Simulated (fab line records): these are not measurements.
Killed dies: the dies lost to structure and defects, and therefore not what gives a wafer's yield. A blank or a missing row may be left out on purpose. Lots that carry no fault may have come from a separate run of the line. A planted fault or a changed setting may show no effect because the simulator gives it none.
Comparing a struck lot with a sound one	flow sky130	20 steps out of a route of 708
Sound: wafers L466.1, L466.2, L466.6. Wafers struck: L457.2, L457.4, L457.5. Last of all comes the cause.
Per side, at each step with rows, come the tool, then ch with its chambers, and then its first start. Under that, the readings that differ: sound wafers	struck wafers	difference of the means	sigmas: that difference in standard deviations of wafers without a fault.
alike: a reading whose means differ by less than 2 such deviations, as well as words and numbers matching on both sides. not compared: withheld readings; readings where some wafer has no value; bounds like >300 that might hide an equal value; numbers whose values overlap and for which the record gives no deviation.
The two part at a step that has a row with sigmas, a row that says differs or no value, or rows on one side only. Numbers that don't overlap but have no deviation are shown without sigmas and don't part them. A reading missing from all wafers of one side parts the sides only when that side holds two or more wafers.

first, 6 steps without rows for these wafers: SKY_VT_ADJUST_PCH_HMDS_01 (prime time 60 s); SKY_VT_ADJUST_PCH_COAT_02 (resist thk 3000 nm); SKY_VT_ADJUST_PCH_SOFTBAKE_03; SKY_VT_ADJUST_PCH_EXPOSE_04 (exposes mask NWM, target cd 840 nm); SKY_VT_ADJUST_PCH_PEB_05; SKY_VT_ADJUST_PCH_DEVELOP_06 (develop time 60 s).
SKY_VT_ADJUST_PCH_OVL_MEAS_07:
  struck on overlay-02, day 12 18:19; sound on overlay-02, day 16 01:18
  alike: VT_ADJUST_PCH_OVL
after that, 1 step had no rows for these wafers: SKY_VT_ADJUST_PCH_IMPLANT_08.
SKY_VT_ADJUST_PCH_STRIP_09: strips in O2/N2.
  sound on plasma asher-03 ch 0,1, day 16 01:29; struck on plasma asher-01 ch 0,1, day 12 18:29
  alike: drypump motor current A, oes product au, strip time to endpoint s
  not compared: rf hours counter h
SKY_VT_ADJUST_PCH_TW_MEAS_10:
  struck on film metro-01, day 12 18:36; sound on film metro-02, day 16 01:35
reading	sound	struck	difference	sigmas
VT_ADJUST_PCH_TW	141.4 141.1 141.6	143.8 143.7 144.4	+2.6	+3
then, 2 steps without rows for these wafers: SKY_SONOS_TUNNEL_DEHYDRATE_00 (time 60 s); SKY_SONOS_TUNNEL_HMDS_01 (prime time 60 s).
SKY_SONOS_TUNNEL_COAT_02: resist thk 1140 nm.
  struck on litho track-04, day 13 06:38; sound on litho track-04 ch 0, day 16 15:15
  no value came back on the struck wafers for chill plate temp C (C), dispense pressure kPa (kPa); on the sound wafers chill plate temp C (C) reads 22.87 22.84 22.89
then, 4 steps without rows for these wafers: SKY_SONOS_TUNNEL_SOFTBAKE_03 (time 60 s); SKY_SONOS_TUNNEL_EXPOSE_04 (exposes mask TUNM, target cd 410 nm); SKY_SONOS_TUNNEL_PEB_05; SKY_SONOS_TUNNEL_DEVELOP_06 (develop time 60 s).
SKY_SONOS_TUNNEL_CD_MEAS_07: target cd 410 nm.
  struck on cd sem-02, day 13 18:40; sound on cd sem-02, day 17 06:05
reading	sound	struck	difference	sigmas
cd nm (nm)	408.6 409.6 411.1	- - -	no value on the struck wafers	
SKY_SONOS_TUNNEL_OVL_MEAS_08:
  struck on overlay-01, day 13 18:47; sound on overlay-01, day 17 06:13
reading	sound	struck	difference	sigmas
SONOS_TUNNEL_OVL (nm)	-4.3 -3.1 -3.7	- - -	no value on the struck wafers	
-- the record jumps here: 34 days lie between the struck wafers' starts before and after (it left off in module SONOS_TUNNEL and takes up again in module PAD_OPEN, whose first step shown is number 708 of the route) --
SKY_PAD_OPEN_PROBE_99:
  struck on prober-01, day 47 17:07; sound on prober-01, day 49 20:46
reading	sound	struck	difference	sigmas
killed at front end	15 19 20	420 418 429	+404	+90
killed dies	84 92 99	492 492 492	+400	+40
killed on rim	21 19 23	96 96 96	+75	+18
  alike: killed_at_M0_to_M3, killed_at_M4_up, killed at contacts, killed at other, killed open, killed short

== WHERE THEY PART ==
First at SKY_VT_ADJUST_PCH_TW_MEAS_10; last, within this record, at SKY_PAD_OPEN_PROBE_99.

WHY: what the simulator had put in
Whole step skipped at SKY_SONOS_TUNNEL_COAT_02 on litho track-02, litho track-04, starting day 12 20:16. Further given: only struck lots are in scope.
